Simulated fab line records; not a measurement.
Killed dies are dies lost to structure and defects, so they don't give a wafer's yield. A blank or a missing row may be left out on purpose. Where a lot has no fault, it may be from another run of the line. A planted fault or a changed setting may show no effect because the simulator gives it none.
A single fault, viewed from 2 desks | flow gf180mcu | every desk sees just its own numbers, and what lay behind them comes last

== DESK OF THE TOOL OWNER: implanter-01 ==
The tool's own readings at GF_MVSD_IMPLANT_08, given as means over the sampled wafers that have a number, one for each lot that went through this tool. A lot is out of limits, marked OUT, if its mean lies more than 4 standard deviations from the usual mean; the brackets give that distance.
Columns: A = beam_energy_keV at GF_MVSD_IMPLANT_08, usual 400.02; B = beam_on_s at GF_MVSD_IMPLANT_08, usual 9.99 s; C = faraday_current_uA at GF_MVSD_IMPLANT_08, usual 90.3
lot  | first seen here | A      | B               | C
L912 | day 4 09:55     | 400.04 | 9.92            | 91.0
L922 | day 6 19:58     | 399.94 | 10.04           | 89.9
L924 | day 7 08:22     | 400.09 | 10.07           | 89.8
L927 | day 8 00:31     | 400.09 | 13.60 (+20) OUT | 66.3 (-14) OUT
L931 | day 8 23:32     | 400.06 | 13.68 (+20) OUT | 66.0 (-14) OUT
This desk's finding: out of limits on L927, L931; first on L927, day 8 00:31 (beam_on_s at GF_MVSD_IMPLANT_08). In limits: L912, L922, L924.

== AT THE METROLOGY DESK ==
Means of the sampled wafers that have a number, per lot and without regard to the tool the lot ran on: this is what the gauges read. A lot is out of limits, marked OUT, if its mean lies more than 4 standard deviations from the usual mean; the brackets give that distance.
Columns: A = MVSD_TW at GF_MVSD_TW_MEAS_11, usual 1579; B = MVSD_RS at GF_VT_IMPLANT_RS_MEAS_46, usual 457.2 ohm/sq; C = cd_nm at GF_M1_CD_MEAS_14, usual 230.0 nm; D = M1_OVL at GF_M1_OVL_MEAS_15, usual -5 nm
lot  | first seen here | A               | B               | C     | D
L912 | day 4 10:19     | 1598            | 457.6           | 229.0 | -3
L917 | day 5 14:14     | 1598            | 456.4           | 230.3 | -12
L918 | day 5 19:29     | 1553            | 457.0           | 228.4 | 1
L919 | day 6 01:35     | 1590            | 457.5           | 231.1 | 1
L921 | day 6 14:59     | 1588            | 455.9           | 231.0 | -9
L922 | day 6 20:21     | 1593            | 458.3           | 230.3 | -9
L923 | day 7 04:47     | 1591            | 456.1           | 230.4 | -7
L924 | day 7 08:46     | 1531            | 459.9           | 229.3 | -6
L927 | day 8 00:54     | 1743 (+7.1) OUT | 392.3 (-54) OUT | 229.0 | -11
L928 | day 8 08:32     | 1604            | 457.1           | 229.3 | -10
L931 | day 8 23:56     | 1697 (+5.1) OUT | 394.3 (-52) OUT | 229.9 | -10
L934 | day 10 00:40    | 1554            | 457.5           | 227.8 | 10
L935 | day 10 14:32    | 1554            | 457.6           | 228.0 | -1
Per this desk, out of limits: L927, L931; the first was L927, day 8 00:54 (MVSD_TW at GF_MVSD_TW_MEAS_11). In limits: L912, L917, L918, L919, L921, L922, L923, L924, L928, L934, L935.

== TAKEN TOGETHER ==
The tool owner's desk had the chance to raise an alarm at day 8 00:31 on L927, L931.
An alarm was possible from the metrology desk at day 8 00:54, on L927, L931.
On implanter-01, each named lot ran GF_MVSD_IMPLANT_08.

== WHAT THE SIMULATOR PUT IN ==
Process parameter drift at GF_MVSD_IMPLANT_08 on implanter-01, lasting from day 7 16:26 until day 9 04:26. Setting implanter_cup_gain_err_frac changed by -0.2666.
Struck lots among those shown: L927, L931.
Fault start to first reading out of limits, in hours, per desk: tool owner, 8; metrology, 8.
